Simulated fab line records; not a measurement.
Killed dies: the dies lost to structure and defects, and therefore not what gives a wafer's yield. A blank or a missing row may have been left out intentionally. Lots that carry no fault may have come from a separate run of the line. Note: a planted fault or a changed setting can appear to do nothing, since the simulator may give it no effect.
The tool behind it: which one? | flow gf180mcu | 11 lots with 33 wafers sampled at 4 steps, on a route of 602 steps

## WHAT EACH GAUGE READ, for each wafer
GF_STI_THK_MEAS_30. Usual: STI_OXIDATION_02_THK typically reads 10.08 nm, with standard deviation 0.2.
lot  | measured    | on            | STI_OXIDATION_02_THK (nm) | flag
L945 | day 2 06:52 | film_metro-02 | 10.01 10.19 10.01         |
L946 | day 2 12:13 | film_metro-02 | 10.25 10.28 10.33         |
L947 | day 2 15:50 | film_metro-03 | 10.20 10.21 10.18         |
L949 | day 3 02:58 | film_metro-03 | 10.00 9.90 10.02          |
L950 | day 3 08:31 | film_metro-03 | 10.06 9.95 9.99           |
L955 | day 4 10:37 | film_metro-03 | 10.30 10.14 10.32         |
L957 | day 4 20:56 | film_metro-02 | 9.93 10.08 10.07          |
L962 | day 5 22:35 | film_metro-01 | 9.88 9.82 9.75            |
L963 | day 6 02:23 | film_metro-01 | 10.19 10.13 10.08         |
L964 | day 6 08:24 | film_metro-02 | 9.67 9.91 9.73            |
L966 | day 6 18:28 | film_metro-02 | 10.15 10.14 10.04         |

GF_SAB_CD_MEAS_09: the cd target is 420 nm. Usual: 418.9 nm for cd_nm, sd 2.9.
lot  | measured     | on        | cd_nm (nm)        | flag
L945 | day 15 06:25 | cd_sem-01 | 420.5 419.2 416.2 |
L946 | day 15 11:47 | cd_sem-02 | 418.4 417.5 416.9 |
L947 | day 15 19:27 | cd_sem-01 | 421.1 422.3 418.3 |
L949 | day 16 15:53 | cd_sem-01 | 421.1 419.6 418.7 |
L950 | day 17 00:53 | cd_sem-01 | 414.3 415.1 415.6 |
L955 | day 18 15:07 | cd_sem-02 | 416.1 414.0 414.4 |
L957 | day 19 10:37 | cd_sem-02 | 417.6 418.7 418.3 |
L962 | day 21 11:52 | cd_sem-02 | 415.0 414.3 414.4 |
L963 | day 21 13:49 | cd_sem-02 | 418.2 419.4       |
L964 | day 22 00:28 | cd_sem-01 | 418.4 420.1 418.8 |
L966 | day 22 14:55 | cd_sem-02 | 421.8 422.5       |

## WHAT TOOL EACH LOT RAN ON (gives the tool, then ch and the chambers of the sampled wafers, and finally the start)
lot  | GF_POLY_GATE_ETCH_13             | GF_POLY_GATE_STRIP_14
L945 | rie_si-01 ch 0,1, day 9 06:10    | plasma_asher-04 ch 0,1, day 9 06:13
L946 | rie_si-01 ch 0,3, day 9 13:19    | plasma_asher-03 ch 0,1, day 9 13:22
L947 | rie_si-01 ch 0,1, day 9 18:22    | plasma_asher-02 ch 0,1, day 9 18:25
L949 | rie_si-02 ch 0,2,3, day 10 09:37 | plasma_asher-02 ch 0,1, day 10 09:42
L950 | rie_si-01 ch 0,3, day 10 17:19   | plasma_asher-03 ch 0,1, day 10 17:22
L955 | rie_si-02 ch 0,2,3, day 12 00:55 | plasma_asher-02 ch 0,1, day 12 00:58
L957 | rie_si-01 ch 0,1,3, day 12 17:22 | plasma_asher-04 ch 0,1, day 12 17:27
L962 | rie_si-02 ch 0,2, day 14 08:40   | plasma_asher-04 ch 0,1, day 14 08:43
L963 | rie_si-01 ch 1,2,3, day 14 12:10 | plasma_asher-03 ch 0,1, day 14 12:13
L964 | rie_si-02 ch 0,1, day 14 21:25   | plasma_asher-02 ch 0,1, day 14 21:30
L966 | rie_si-01 ch 1,2,3, day 15 10:07 | plasma_asher-03 ch 0,1, day 15 10:10
- GF_POLY_GATE_ETCH_13: etches poly-Si in HBr/Cl2, stops on SiO2, target depth 198.5 nm, time 69.6 s.
- GF_POLY_GATE_STRIP_14: strips in O2/N2.

## AS READ BY THE TOOLS THEMSELVES (means over the sampled wafers that have a number; for cases with no such wafer, the mark the record gives instead)
GF_POLY_GATE_ETCH_13. Usual: chamber_pressure_mTorr 10.001 mTorr, standard deviation 0.0087; drypump_motor_current_A 5.5 A, standard deviation 0.32; oes_product_au 0.992 a.u., standard deviation 0.011; run_length_s 97.9 s, standard deviation 0.36; throttle_valve_pct 33.684 %, standard deviation 0.01.
lot  | tool      | chamber_pressure_mTorr (mTorr) | drypump_motor_current_A (A) | oes_product_au (a.u.) | run_length_s (s) | throttle_valve_pct (%) | flag
L945 | rie_si-01 | 9.999                          | 5.4                         | 1.000                 | 98.3             | 33.679                 |
L946 | rie_si-01 | 10.000                         | 5.9                         | 1.007                 | 97.9             | 33.680                 |
L947 | rie_si-01 | 10.005                         | 5.4                         | 0.989                 | 98.4             | 33.672                 |
L949 | rie_si-02 | 9.997                          | 5.4                         | 0.990                 | 97.9             | 33.694                 |
L950 | rie_si-01 | 10.001                         | 5.9                         | 0.996                 | 98.1             | 33.683                 |
L955 | rie_si-02 | 10.003                         | 5.4                         | 0.989                 | 98.0             | 33.688                 |
L957 | rie_si-01 | 10.004                         | 5.7                         | 0.998                 | 98.0             | 33.677                 |
L962 | rie_si-02 | 9.997                          | 5.6                         | 0.985                 | 98.1             | 33.682                 |
L963 | rie_si-01 | 10.005                         | 5.6                         | 0.990                 | 88.5             | 33.688                 | OFF
L964 | rie_si-02 | 9.999                          | 5.6                         | 0.980                 | 97.9             | 33.690                 |
L966 | rie_si-01 | 10.001                         | 5.6                         | 1.006                 | 88.3             | 33.672                 | OFF

GF_POLY_GATE_STRIP_14. Usual: chamber_pressure_mTorr 1500.0 mTorr, standard deviation 1.5; drypump_motor_current_A 6.0 A, standard deviation 0.56; heater_power_w 354 W, standard deviation 59; oes_product_au 0.504 a.u., standard deviation 0.005.
lot  | tool            | chamber_pressure_mTorr (mTorr) | drypump_motor_current_A (A) | heater_power_w (W) | oes_product_au (a.u.) | flag
L945 | plasma_asher-04 | 1498.5                         | 6.4                         | 394                | 0.510                 |
L946 | plasma_asher-03 | 1500.0                         | 5.8                         | 371                | 0.504                 |
L947 | plasma_asher-02 | 1498.6                         | 6.1                         | 324                | 0.503                 |
L949 | plasma_asher-02 | 1500.6                         | 5.8                         | 361                | 0.507                 |
L950 | plasma_asher-03 | 1498.2                         | 5.8                         | 374                | 0.496                 |
L955 | plasma_asher-02 | 1498.5                         | 5.8                         | 360                | 0.511                 |
L957 | plasma_asher-04 | 1499.9                         | 6.4                         | 390                | 0.503                 |
L962 | plasma_asher-04 | 1499.6                         | 6.3                         | 354                | 0.502                 |
L963 | plasma_asher-03 | 1499.8                         | 5.3                         | 335                | 0.508                 |
L964 | plasma_asher-02 | 1499.4                         | 5.8                         | 357                | 0.500                 |
L966 | plasma_asher-03 | 1499.5                         | 5.3                         | 337                | 0.506                 |

## THE ANSWER, worked out from the rows above alone
Rule: a lot counts as off when the mean over its wafers that have a number is more than 3 standard deviations away from the usual mean. Also off: a lot with no number at a reading for which 4 or more lots have one. The other lots that the step has rows for count as sound. The gauges are gone through in route order, then the tools' own readings, and for those a lot's mean is taken as printed above. The first step at which some lot is off is used, and at that step the reading that is off furthest; a lot without a number counts as furthest.
Off: L963, L966 (GF_POLY_GATE_ETCH_13, run_length_s).
If a tool, at that step or one of the process steps before it, ran each lot that is off and ran no sound lot following the first of them, it fits. One candidate fits, namely rie_si-01 at GF_POLY_GATE_ETCH_13. Its last sound lot is L957 (day 12 17:22), its first lot that is off L963 (day 14 12:10): a fault that began between those two fits.
On the lots that are off, the tool's own readings at GF_POLY_GATE_ETCH_13 differ by more than 5 times the standard deviation of the sound lots' means, which bears it out; run_length_s reads 88.4 s there versus 98.1 s on the sound lots.

## WHAT THE SIMULATOR PUT IN
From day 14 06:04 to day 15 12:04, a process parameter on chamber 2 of rie_si-01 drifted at GF_POLY_GATE_ETCH_13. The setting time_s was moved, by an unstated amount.
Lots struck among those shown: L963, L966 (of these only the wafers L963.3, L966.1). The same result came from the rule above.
